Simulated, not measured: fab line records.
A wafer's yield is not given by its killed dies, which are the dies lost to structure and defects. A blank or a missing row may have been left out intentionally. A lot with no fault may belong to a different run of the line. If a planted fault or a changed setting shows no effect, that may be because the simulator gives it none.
Which tool did it? :: flow gf180mcu :: 33 wafers from 11 lots sampled at 5 of the route's 602 steps

WHAT THE GAUGES SHOWED, per wafer
GF_CONTACT_THK_MEAS_03. Usual: for CONTACT_CVD_02_THK the level is 861 nm and the standard deviation is 11.
lot: L338
measured: day 16 04:12
on: film metro-03
CONTACT_CVD_02_THK (nm): 851 849 866
flag: 

lot: L339
measured: day 16 11:46
on: film metro-04
CONTACT_CVD_02_THK (nm): 848 857 865
flag: 

lot: L341
measured: day 17 06:40
on: film metro-02
CONTACT_CVD_02_THK (nm): 847 862 869
flag: 

lot: L344
measured: day 18 06:08
on: film metro-04
CONTACT_CVD_02_THK (nm): 845 868 859
flag: 

lot: L349
measured: day 20 05:49
on: film metro-04
CONTACT_CVD_02_THK (nm): 859 855 851
flag: 

lot: L351
measured: day 20 17:04
on: film metro-03
CONTACT_CVD_02_THK (nm): 864 844 867
flag: 

lot: L353
measured: day 21 15:04
on: film metro-02
CONTACT_CVD_02_THK (nm): 853 861 880
flag: 

lot: L354
measured: day 21 20:44
on: film metro-02
CONTACT_CVD_02_THK (nm): 851 871 856
flag: 

lot: L356
measured: day 22 18:04
on: film metro-03
CONTACT_CVD_02_THK (nm): 842 851 857
flag: 

lot: L355
measured: day 22 20:09
on: film metro-03
CONTACT_CVD_02_THK (nm): 855 867 859
flag: 

lot: L357
measured: day 22 21:04
on: film metro-04
CONTACT_CVD_02_THK (nm): 861 851 874
flag: 

GF_CONTACT_RS_MEAS_25: uses a four-point probe to measure. Usual: for CONTACT_W_RS the level is 0.384 ohm/sq and the standard deviation is 0.0048.
lot: L338
measured: day 17 04:14
on: film metro-02
CONTACT_W_RS (ohm/sq): 0.381 0.380 0.383
flag: 

lot: L339
measured: day 17 12:03
on: film metro-03
CONTACT_W_RS (ohm/sq): 0.439 0.435 0.436
flag: OFF

lot: L341
measured: day 18 07:00
on: film metro-02
CONTACT_W_RS (ohm/sq): 0.433 0.386 0.440
flag: OFF

lot: L344
measured: day 19 07:29
on: film metro-02
CONTACT_W_RS (ohm/sq): 0.388 0.393 0.390
flag: 

lot: L349
measured: day 21 07:25
on: film metro-03
CONTACT_W_RS (ohm/sq): 0.380 0.378 0.381
flag: 

lot: L351
measured: day 21 18:08
on: film metro-04
CONTACT_W_RS (ohm/sq): 0.387 0.380 0.381
flag: 

lot: L353
measured: day 22 15:50
on: film metro-04
CONTACT_W_RS (ohm/sq): 0.392 0.389 0.386
flag: 

lot: L354
measured: day 22 21:20
on: film metro-02
CONTACT_W_RS (ohm/sq): 0.384 0.382 0.385
flag: 

lot: L356
measured: day 23 17:38
on: film metro-02
CONTACT_W_RS (ohm/sq): 0.381 0.383 0.379
flag: 

lot: L355
measured: day 23 20:02
on: film metro-02
CONTACT_W_RS (ohm/sq): 0.384 0.384 0.382
flag: 

lot: L357
measured: day 23 20:55
on: film metro-04
CONTACT_W_RS (ohm/sq): 0.390 0.391 0.390
flag: 

GF_CONTACT_THK_MEAS_26: measures by xrf. Usual: for CONTACT_W_THK the level is 302 nm and the standard deviation is 4.2.
lot: L338
measured: day 17 04:21
on: film metro-02
CONTACT_W_THK (nm): 300 301 297
flag: 

lot: L339
measured: day 17 12:10
on: film metro-03
CONTACT_W_THK (nm): 266 270 269
flag: OFF

lot: L341
measured: day 18 07:07
on: film metro-02
CONTACT_W_THK (nm): 267 298 263
flag: OFF

lot: L344
measured: day 19 07:37
on: film metro-02
CONTACT_W_THK (nm): 296 292 295
flag: 

lot: L349
measured: day 21 07:32
on: film metro-03
CONTACT_W_THK (nm): 304 306 305
flag: 

lot: L351
measured: day 21 18:16
on: film metro-04
CONTACT_W_THK (nm): 303 306 306
flag: 

lot: L353
measured: day 22 15:56
on: film metro-04
CONTACT_W_THK (nm): 302 303 307
flag: 

lot: L354
measured: day 22 21:26
on: film metro-02
CONTACT_W_THK (nm): 300 301 298
flag: 

lot: L356
measured: day 23 17:46
on: film metro-02
CONTACT_W_THK (nm): 303 300 304
flag: 

lot: L355
measured: day 23 20:09
on: film metro-02
CONTACT_W_THK (nm): 300 299 298
flag: 

lot: L357
measured: day 23 21:02
on: film metro-04
CONTACT_W_THK (nm): 297 296 297
flag: 

EACH LOT AND THE TOOL THAT RAN IT (in order: tool; ch and the chambers of the sampled wafers; start)
lot: L338
GF_CONTACT_CMP_04: cmp-02 ch 2,3, day 16 04:16
GF_CONTACT_CVD_24: cvd w-01 ch 0,1, day 17 04:08

lot: L339
GF_CONTACT_CMP_04: cmp-01 ch 1,2,3, day 16 11:49
GF_CONTACT_CVD_24: cvd w-01 ch 0, day 17 11:56

lot: L341
GF_CONTACT_CMP_04: cmp-02 ch 0,3, day 17 06:46
GF_CONTACT_CVD_24: cvd w-01 ch 0,1, day 18 06:53

lot: L344
GF_CONTACT_CMP_04: cmp-02 ch 0,2,3, day 18 06:11
GF_CONTACT_CVD_24: cvd w-02 ch 0,1, day 19 07:23

lot: L349
GF_CONTACT_CMP_04: cmp-01 ch 0,1,3, day 20 05:55
GF_CONTACT_CVD_24: cvd w-01 ch 0,1, day 21 07:19

lot: L351
GF_CONTACT_CMP_04: cmp-02 ch 0,1,3, day 20 17:07
GF_CONTACT_CVD_24: cvd w-02 ch 0,1, day 21 18:02

lot: L353
GF_CONTACT_CMP_04: cmp-02 ch 0,2,3, day 21 15:07
GF_CONTACT_CVD_24: cvd w-02 ch 0,1, day 22 15:44

lot: L354
GF_CONTACT_CMP_04: cmp-02 ch 1,2, day 21 20:46
GF_CONTACT_CVD_24: cvd w-01 ch 0,1, day 22 21:14

lot: L356
GF_CONTACT_CMP_04: cmp-01 ch 0,1,3, day 22 18:11
GF_CONTACT_CVD_24: cvd w-01 ch 0,1, day 23 17:32

lot: L355
GF_CONTACT_CMP_04: cmp-02 ch 2,3, day 22 20:16
GF_CONTACT_CVD_24: cvd w-01 ch 0,1, day 23 19:56

lot: L357
GF_CONTACT_CMP_04: cmp-01 ch 1,2,3, day 22 21:07
GF_CONTACT_CVD_24: cvd w-01 ch 0,1, day 23 20:49
- GF_CONTACT_CMP_04: polishes SiO2.
- GF_CONTACT_CVD_24: deposits W, target thk 300 nm, time 90.339 s.

WHAT THE TOOLS THEMSELVES READ (means of the sampled wafers that have a number; where no wafer has one, the mark that the record gives instead)
GF_CONTACT_CMP_04. Usual: motor current A 11.9 A, standard deviation 1.2; retaining ring pressure frac 1.000, standard deviation 0.0055; time to endpoint s 111 s, standard deviation 6.5.
lot: L338
tool: cmp-02
motor current A (A): 11.8
retaining ring pressure frac: 0.998
time to endpoint s (s): 104
flag: 

lot: L339
tool: cmp-01
motor current A (A): 12.6
retaining ring pressure frac: 1.004
time to endpoint s (s): 114
flag: 

lot: L341
tool: cmp-02
motor current A (A): 11.4
retaining ring pressure frac: 0.999
time to endpoint s (s): 112
flag: 

lot: L344
tool: cmp-02
motor current A (A): 11.2
retaining ring pressure frac: 1.002
time to endpoint s (s): 113
flag: 

lot: L349
tool: cmp-01
motor current A (A): 12.8
retaining ring pressure frac: 1.001
time to endpoint s (s): 108
flag: 

lot: L351
tool: cmp-02
motor current A (A): 12.1
retaining ring pressure frac: 0.999
time to endpoint s (s): 112
flag: 

lot: L353
tool: cmp-02
motor current A (A): 10.5
retaining ring pressure frac: 0.999
time to endpoint s (s): 110
flag: 

lot: L354
tool: cmp-02
motor current A (A): 11.8
retaining ring pressure frac: 0.998
time to endpoint s (s): 110
flag: 

lot: L356
tool: cmp-01
motor current A (A): 12.5
retaining ring pressure frac: 0.998
time to endpoint s (s): 106
flag: 

lot: L355
tool: cmp-02
motor current A (A): 11.7
retaining ring pressure frac: 1.002
time to endpoint s (s): 114
flag: 

lot: L357
tool: cmp-01
motor current A (A): 12.5
retaining ring pressure frac: 1.002
time to endpoint s (s): 111
flag: 

GF_CONTACT_CVD_24. Usual: chamber pressure Torr 40.01 Torr, standard deviation 0.08; heater power w 899 W, standard deviation 90; susceptor temp C 399.97 C, standard deviation 0.23.
lot: L338
tool: cvd w-01
chamber pressure Torr (Torr): 40.09
heater power w (W): 915
susceptor temp C (C): 400.02
flag: 

lot: L339
tool: cvd w-01
chamber pressure Torr (Torr): 39.98
heater power w (W): 980
susceptor temp C (C): 392.92
flag: OFF

lot: L341
tool: cvd w-01
chamber pressure Torr (Torr): 39.91
heater power w (W): 936
susceptor temp C (C): 395.12
flag: OFF

lot: L344
tool: cvd w-02
chamber pressure Torr (Torr): 40.07
heater power w (W): 808
susceptor temp C (C): 399.95
flag: 

lot: L349
tool: cvd w-01
chamber pressure Torr (Torr): 39.90
heater power w (W): 934
susceptor temp C (C): 400.01
flag: 

lot: L351
tool: cvd w-02
chamber pressure Torr (Torr): 40.04
heater power w (W): 841
susceptor temp C (C): 399.52
flag: 

lot: L353
tool: cvd w-02
chamber pressure Torr (Torr): 39.99
heater power w (W): 816
susceptor temp C (C): 399.96
flag: 

lot: L354
tool: cvd w-01
chamber pressure Torr (Torr): 39.87
heater power w (W): 929
susceptor temp C (C): 399.74
flag: 

lot: L356
tool: cvd w-01
chamber pressure Torr (Torr): 40.06
heater power w (W): 930
susceptor temp C (C): 399.87
flag: 

lot: L355
tool: cvd w-01
chamber pressure Torr (Torr): 40.00
heater power w (W): 975
susceptor temp C (C): 400.02
flag: 

lot: L357
tool: cvd w-01
chamber pressure Torr (Torr): 40.02
heater power w (W): 933
susceptor temp C (C): 400.08
flag: 

THE ANSWER, worked out from the rows above alone
Rule: lot off if the mean of its wafers having a number is beyond 3 standard deviations from the usual mean. Also off: a lot with no number at a reading for which 4 or more lots have one. All remaining lots with rows at the step are treated as sound. Order of review: gauges by route order, followed by the tools' own readings, for which a lot's mean as printed above is used. The first step at which some lot is off is used, and at that step the reading that is off furthest; a lot without a number counts as furthest.
Off: at GF_CONTACT_RS_MEAS_25 (CONTACT_W_RS), L339, L341.
If a tool, at a process step before that reading, ran all the lots that are off and no sound lot after the first of them, it fits. The gauges at GF_CONTACT_RS_MEAS_25 aren't tried: what is off there is off at GF_CONTACT_CVD_24 too, on other tools, and a gauge's error can't cause that. No candidate that was tried fits.

WHAT THE SIMULATOR HAD PUT IN
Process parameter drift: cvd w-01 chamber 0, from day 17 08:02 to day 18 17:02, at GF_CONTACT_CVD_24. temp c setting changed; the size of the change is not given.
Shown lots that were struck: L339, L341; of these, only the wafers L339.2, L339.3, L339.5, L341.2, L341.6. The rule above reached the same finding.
